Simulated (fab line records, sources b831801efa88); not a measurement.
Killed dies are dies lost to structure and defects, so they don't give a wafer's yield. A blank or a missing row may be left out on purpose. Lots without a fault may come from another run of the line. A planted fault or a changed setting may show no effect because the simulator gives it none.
Chamber matching | flow sky130 | SKY_FIELD_ISO_CMP_27 on cmp-02: 4 sister chambers
The step polishes, stops on Si3N4, t overpolish 16 s, target thk 457.8 nm. 36 wafers are shown with their chamber, then 12 later ones without.

WAFERS WITH THEIR CHAMBER
wafer  | chamber | motor_current_A (A) | time_to_endpoint_s (s) | head_pressure_psi (psi)
L074.3 | 3       | 13.3                | 112                    | 3.985
L074.5 | 2       | 12.7                | 113                    | 4.003
L074.6 | 1       | 14.2                | 116                    | 4.006
L075.1 | 2       | 13.1                | 114                    | 3.992
L075.3 | 3       | 13.0                | 115                    | 3.991
L075.6 | 3       | 12.7                | 117                    | 3.996
L076.2 | 2       | 13.4                | 115                    | 3.995
L076.4 | 1       | 13.4                | 121                    | 4.002
L076.5 | 0       | 12.8                | 119                    | 3.999
L077.1 | 2       | 12.9                | 116                    | 3.989
L077.4 | 1       | 14.5                | 121                    | 4.002
L077.6 | 1       | 13.3                | 118                    | 4.016
L078.2 | 2       | 12.8                | 118                    | 4.021
L078.4 | 0       | 11.8                | 112                    | 4.025
L078.6 | 1       | 13.9                | 115                    | 3.979
L079.2 | 2       | 13.4                | 109                    | 3.989
L079.4 | 3       | 13.2                | 114                    | 4.010
L079.6 | 0       | 12.7                | 110                    | 4.022
L081.3 | 2       | 13.4                | 116                    | 4.007
L081.5 | 1       | 13.5                | 121                    | 4.003
L081.6 | 2       | 13.5                | 113                    | 4.005
L082.2 | 2       | 13.2                | 117                    | 4.017
L082.3 | 1       | 14.0                | 122                    | 4.004
L082.6 | 3       | 12.6                | 116                    | 3.971
L087.2 | 2       | 13.6                | 107                    | 4.004
L087.3 | 1       | 13.3                | 110                    | 4.020
L087.6 | 0       | 12.3                | 109                    | 3.996
L088.3 | 3       | 13.5                | 113                    | 3.989
L088.5 | 3       | 12.7                | 113                    | 4.004
L088.6 | 0       | 12.6                | 106                    | 3.992
L091.1 | 3       | 13.4                | 107                    | 3.994
L091.5 | 3       | 12.8                | 107                    | 4.001
L091.6 | 0       | 12.0                | 106                    | 3.986
L093.1 | 0       | 12.5                | 108                    | 3.987
L093.2 | 2       | 12.6                | 108                    | 3.995
L093.6 | 1       | 13.8                | 112                    | 4.013

SIGNATURES (means of the wafers above)
reading            | chamber 0 | chamber 1 | chamber 2 | chamber 3 | scatter within a chamber
motor_current_A    | 12.386    | 13.767    | 13.145    | 13.022    | 0.37
time_to_endpoint_s | 110.00    | 117.33    | 113.27    | 112.67    | 4.02
head_pressure_psi  | 4.00100   | 4.00500   | 4.00155   | 3.99344   | 0.0123
Rule: a wafer's distance from a chamber is the root of the sum, over the readings, of the square of ((its reading less the chamber's mean) divided by the reading's scatter). The wafer belongs to the nearest chamber; if the next one is less than 2 further off, it can't be placed. The scatter: the root of (the sum of the squares of (reading less its chamber's mean) over the shown wafers, divided by (wafers less chambers)).

WAFERS WITHOUT THEIR CHAMBER
wafer  | motor_current_A (A) | time_to_endpoint_s (s) | head_pressure_psi (psi)
L094.1 | 14.2                | 114                    | 3.990
L094.5 | 13.8                | 115                    | 3.990
L094.6 | 12.0                | 110                    | 3.996
L095.4 | 14.3                | 114                    | 3.996
L095.5 | 13.3                | 110                    | 4.002
L095.6 | 12.3                | 111                    | 4.000
L096.1 | 13.8                | 114                    | 4.002
L096.2 | 13.2                | 112                    | 4.000
L096.4 | 13.1                | 112                    | 3.999
L097.4 | 12.6                | 105                    | 3.999
L097.5 | 12.9                | 106                    | 3.990
L097.6 | 13.4                | 109                    | 4.011

WHICH CHAMBER EACH WENT THROUGH
wafer  | from the rows above               | in truth
L094.1 | can't be placed: 1 or 2 or 3      | 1
L094.5 | can't be placed: 1 or 2 or 3      | 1
L094.6 | can't be placed: 0 or 3           | 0
L095.4 | can't be placed: 1 or 2 or 3      | 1
L095.5 | can't be placed: 2 or 3 or 1 or 0 | 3
L095.6 | can't be placed: 0 or 3           | 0
L096.1 | can't be placed: 1 or 2 or 3      | 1
L096.2 | can't be placed: 2 or 3 or 1 or 0 | 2
L096.4 | can't be placed: 2 or 3 or 0 or 1 | 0
L097.4 | can't be placed: 0 or 3 or 2      | 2
L097.5 | can't be placed: 3 or 0 or 2      | 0
L097.6 | can't be placed: 2 or 3 or 1 or 0 | 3
Placed correctly: 0 of 12. Can't be placed from these rows: 12 (the true chamber is among the candidates in 12). Placed wrongly: 0.
